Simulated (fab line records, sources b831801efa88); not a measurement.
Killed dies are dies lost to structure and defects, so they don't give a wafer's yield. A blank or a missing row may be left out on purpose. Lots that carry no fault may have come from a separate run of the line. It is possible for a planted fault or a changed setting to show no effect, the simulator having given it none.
Comparing a struck lot with a sound one || flow gf180mcu || 18 steps out of a route of 602
Sound: the wafers L456.4, L456.5, L456.6. Struck: wafer L458.2. (L458.5, L458.6 of the same lot were not struck and are left out.) The cause comes at the end.
For every step that has rows: the tool of each side, followed by ch and its chambers, followed by its first start. Under that, the readings that differ: sound wafers || struck wafers || difference of the means || sigmas: that difference in standard deviations of wafers without a fault.
alike: words and numbers the same on both sides, and readings whose means are apart by under 2 such deviations; not compared: readings that were withheld, readings missing a value for some wafer, numbers with overlapping values and no deviation given by the record, and bounds like >300 which may hide the same value.
Wherever a step has rows on one side only, a row that says differs or no value, or a row with sigmas, the two part there. Numbers that don't overlap but have no deviation are shown without sigmas and don't part them. A reading missing from all wafers of one side parts the sides only when that side holds two or more wafers.

first, 3 steps without rows for these wafers: GF_V1_EXPOSE_11 (exposes mask Via1, target cd 260 nm); GF_V1_PEB_12 (peb time 90 s); GF_V1_DEVELOP_13 (develop time 60 s).
GF_V1_CD_MEAS_14: the cd target is 260 nm.
  sound on cd_sem-01, day 19 16:50; struck on cd_sem-02, day 21 03:07
  alike: cd_nm
GF_V1_OVL_MEAS_15:
  sound on overlay-01, day 19 16:54; struck on overlay-02, day 21 03:13
  alike: V1_OVL
GF_V1_ETCH_16: etches BARC in N2/H2.
  sound on rie_diel-02 ch 0,1,3, day 19 16:55; struck on rie_diel-02 ch 3, day 21 03:15
{"reading": "drypump_motor_current_A (A)", "sound": "6.4 5.3 6.4", "struck": 5.2, "difference": -0.8, "sigmas": -2}
{"reading": "throttle_valve_pct (%)", "sound": "13.204 13.224 13.229", "struck": 13.240, "difference": "+0.021", "sigmas": "+2"}
  alike: oes_product_au, rf_fwd_power_W
GF_V1_ETCH_17: etches SiO2 in C4F8/O2/Ar, stops on TiN, target depth 630 nm.
  sound: rie_diel-02 ch 0,1,3; struck: rie_diel-02 ch 3
  alike: oes_product_au, rf_fwd_power_W
GF_V1_STRIP_18: strips in O2/N2.
  sound on plasma_asher-04 ch 0,1, day 19 17:05; struck on plasma_asher-04 ch 0, day 21 03:23
{"reading": "rf_hours_counter_h (h)", "sound": "- - -", "struck": 83, "difference": "no value on the sound wafers", "sigmas": ""}
  alike: drypump_motor_current_A, heater_power_w, oes_product_au
then, 2 steps without rows for these wafers: GF_V1_STRIP_19 (strips in post etch residue remover, time 1200 s); GF_V1_CLEAN_20 (cleans in DIW).
GF_V1_SPUTTER_21: material Ti, target thk 15 nm, time 80.02 s.
  sound on pvd_sputter-04, day 19 17:35; struck on pvd_sputter-04, day 21 04:01
  alike: chamber_pressure_pa, throttle_valve_pct
then, 1 step without rows for these wafers: GF_V1_SPUTTER_22 (material TiN, target thk 10 nm, time 40 s).
GF_V1_CVD_23: deposits W, target thk 350 nm, time 105.05 s.
  sound on cvd_w-01 ch 0,1, day 19 17:43; struck on cvd_w-01 ch 0, day 21 04:07
{"reading": "model.W_of_V1_CVD_23.thk_nm (nm)", "sound": "348.5 352.3 344.8", "struck": 206.2, "difference": -142.3, "sigmas": ""}
  alike: heater_power_outer_w, heater_power_w
GF_V1_RS_MEAS_24: a four-point-probe measurement.
  sound on film_metro-03, day 19 17:52; struck on film_metro-02, day 21 04:16
{"reading": "V1_W_RS (ohm/sq)", "sound": "0.328 0.325 0.332", "struck": 0.559, "difference": "+0.231", "sigmas": "+64"}
GF_V1_THK_MEAS_25: measures by xrf.
  sound on film_metro-03, day 19 17:57; struck on film_metro-02, day 21 04:22
{"reading": "V1_W_THK (nm)", "sound": "341 343 335", "struck": 202, "difference": -138, "sigmas": -29}
GF_V1_CMP_26: polishes, stops on SiO2, t overpolish 15 s, target thk 0 nm.
  sound on cmp-02 ch 0,1,2, day 19 18:05; struck on cmp-02 ch 2, day 21 04:28
{"reading": "time_to_endpoint_s (s)", "sound": "87 90 86", "struck": 51, "difference": -37, "sigmas": -12}
  alike: motor_current_A, retaining_ring_pressure_frac
GF_M2_SPUTTER_00: material Ti, target thk 37.5 nm, time 150 s.
  sound on pvd_sputter-03, day 19 18:17; struck on pvd_sputter-01, day 21 04:43
  alike: chamber_pressure_pa, throttle_valve_pct
GF_PASSIVATION_PROBE_99:
  the record has rows for the sound wafers here (prober-02, day 30 05:22) and none for the struck ones

## WHERE THEY PART
At GF_V1_ETCH_16 first; at GF_PASSIVATION_PROBE_99 last (within this record only).

WHY: whatever the simulator had introduced
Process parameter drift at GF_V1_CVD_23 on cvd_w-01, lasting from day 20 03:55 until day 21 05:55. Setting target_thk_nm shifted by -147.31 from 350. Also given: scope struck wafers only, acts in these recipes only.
